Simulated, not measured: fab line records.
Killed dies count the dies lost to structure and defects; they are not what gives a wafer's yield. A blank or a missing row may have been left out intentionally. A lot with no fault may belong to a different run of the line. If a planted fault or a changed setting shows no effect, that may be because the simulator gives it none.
Matching of chambers ; flow sky130 ; cmp-02 running SKY_VIA2_CMP_24: 4 sister chambers
The step polishes, stops on SiO2, t overpolish 20 s, target thk 0 nm. 14 wafers are shown with their chamber, then 7 later ones without.

WAFERS WITH THEIR CHAMBER
wafer;chamber;motor_current_A (A);time_to_endpoint_s (s);overpolish_run_s (s)
L693.2;0;11.6;95;19.986
L693.3;1;13.5;97;20.007
L693.5;3;9.7;100;20.021
L694.3;1;13.0;94;19.995
L694.5;3;10.4;99;19.999
L694.6;2;10.2;99;20.008
L696.1;2;10.7;102;19.993
L696.2;1;12.9;97;20.008
L696.5;3;10.2;101;20.006
L697.2;1;12.9;96;19.994
L697.5;2;10.2;101;19.998
L697.6;3;10.2;100;19.996
L701.1;0;10.9;102;19.996
L701.4;3;9.9;101;19.998

SIGNATURES (averages over the wafers above)
reading;chamber 0;chamber 1;chamber 2;chamber 3;scatter within a chamber
motor_current_A;11.250;13.075;10.367;10.080;0.311
time_to_endpoint_s;98.50;96.00;100.67;100.20;1.95
overpolish_run_s;19.99100;20.00100;19.99967;20.00400;0.00869
Rule: distance of a wafer from a chamber = root of the sum over the readings of ((wafer's reading minus chamber's mean) / reading's scatter) squared. The wafer belongs to the nearest chamber; if the next one is less than 2 further off, it can't be placed. The scatter is the square root of a quotient: the sum, over the shown wafers, of each reading's squared deviation from its chamber's mean, divided by wafers minus chambers.

WAFERS WHOSE CHAMBER IS MISSING
wafer;motor_current_A (A);time_to_endpoint_s (s);overpolish_run_s (s)
L701.6;10.4;104;20.001
L702.4;9.8;102;19.990
L702.5;10.4;107;20.001
L702.6;13.0;96;19.994
L715.1;9.6;104;20.010
L715.4;13.0;98;19.999
L715.5;11.2;104;19.986

THE CHAMBER EACH PASSED THROUGH
wafer;from the rows above;in truth
L701.6;can't be placed: 2 or 3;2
L702.4;can't be placed: 3 or 2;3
L702.5;can't be placed: 2 or 3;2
L702.6;1;1
L715.1;can't be placed: 3 or 2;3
L715.4;1;1
L715.5;can't be placed: 0 or 2 or 3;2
Correct placement for 2 of the 7. From these rows, 5 cannot be placed; in 5 the true chamber is one of the candidates. Number placed wrongly: 0.
